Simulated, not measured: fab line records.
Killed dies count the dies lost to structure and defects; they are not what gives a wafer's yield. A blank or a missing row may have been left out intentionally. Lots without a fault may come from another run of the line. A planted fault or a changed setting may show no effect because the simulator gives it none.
A single fault, viewed from 2 desks    flow sfq_line    what lay behind the numbers comes last; until then each desk has only its own

== FOR THE TOOL OWNER'S DESK: rie_diel-03 ==
The tool's own readings at SFQ_TRILAYER_L0_VIA_BARC_OPEN_VIA_ETCH_021 (etches BARC in O2, target depth 125 nm, time 41.7 s): means of the sampled wafers that have a number, for each lot that ran on this tool. The brackets show how far a lot's mean lies from the usual mean; more than 4 standard deviations puts the lot out of limits, marked OUT.
Columns: A = chamber_pressure_mTorr at SFQ_TRILAYER_L0_VIA_BARC_OPEN_VIA_ETCH_021, usual 30.00 mTorr; B = drypump_motor_current_A at SFQ_TRILAYER_L0_VIA_BARC_OPEN_VIA_ETCH_021, usual 5.7 A; C = oes_product_au at SFQ_TRILAYER_L0_VIA_BARC_OPEN_VIA_ETCH_021, usual 0.685 a.u.; D = rf_fwd_power_W at SFQ_TRILAYER_L0_VIA_BARC_OPEN_VIA_ETCH_021, usual 493.9 W
lot   first seen here  A      B    C      D
L253  day 8 01:28      30.01  5.9  0.685  494.6
L263  day 10 12:22     30.01  5.9  0.681  493.9
L264  day 10 18:22     29.99  5.9  0.687  440.7 (-30) OUT
L265  day 10 23:10     30.01  5.9  0.691  441.6 (-29) OUT
Finding of this desk: L264, L265 out of limits; the first was L264 at day 10 18:22, on rf_fwd_power_W at SFQ_TRILAYER_L0_VIA_BARC_OPEN_VIA_ETCH_021. L253, L263: within limits.

== METROLOGY DESK ==
What the gauges read, lot by lot, whatever tool the lot ran on: means of the sampled wafers that have a number. The brackets show how far a lot's mean lies from the usual mean; more than 4 standard deviations puts the lot out of limits, marked OUT.
Columns: A = L0V_OVL at SFQ_L0V_OVL_MEAS_903, usual -5 nm
lot   first seen here  A
L250  day 7 02:13      -3
L252  day 7 17:02      -7
L253  day 8 01:26      -10
L263  day 10 12:20     -8
L264  day 10 18:20     -0
L265  day 10 23:08     5
This desk's verdict: no lot among the 6 shows anything out of limits.

== TAKEN TOGETHER ==
On L264, L265, at day 10 18:22, an alarm was possible from the tool owner's desk.
From the metrology desk's view, nothing was out of limits.
The metrology desk holds a record of L264, L265, inside its limits.
Every lot named ran SFQ_TRILAYER_L0_VIA_BARC_OPEN_VIA_ETCH_021 on rie_diel-03.

== WHAT HAD BEEN PUT IN BY THE SIMULATOR ==
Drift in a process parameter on rie_diel-03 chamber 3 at SFQ_TRILAYER_L0_VIA_BARC_OPEN_VIA_ETCH_021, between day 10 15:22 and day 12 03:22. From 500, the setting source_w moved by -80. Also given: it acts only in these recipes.
Shown lots that were struck: L264, L265.
How many hours passed from the start of the fault until each desk's first out-of-limits reading: the tool owner's desk, 3.
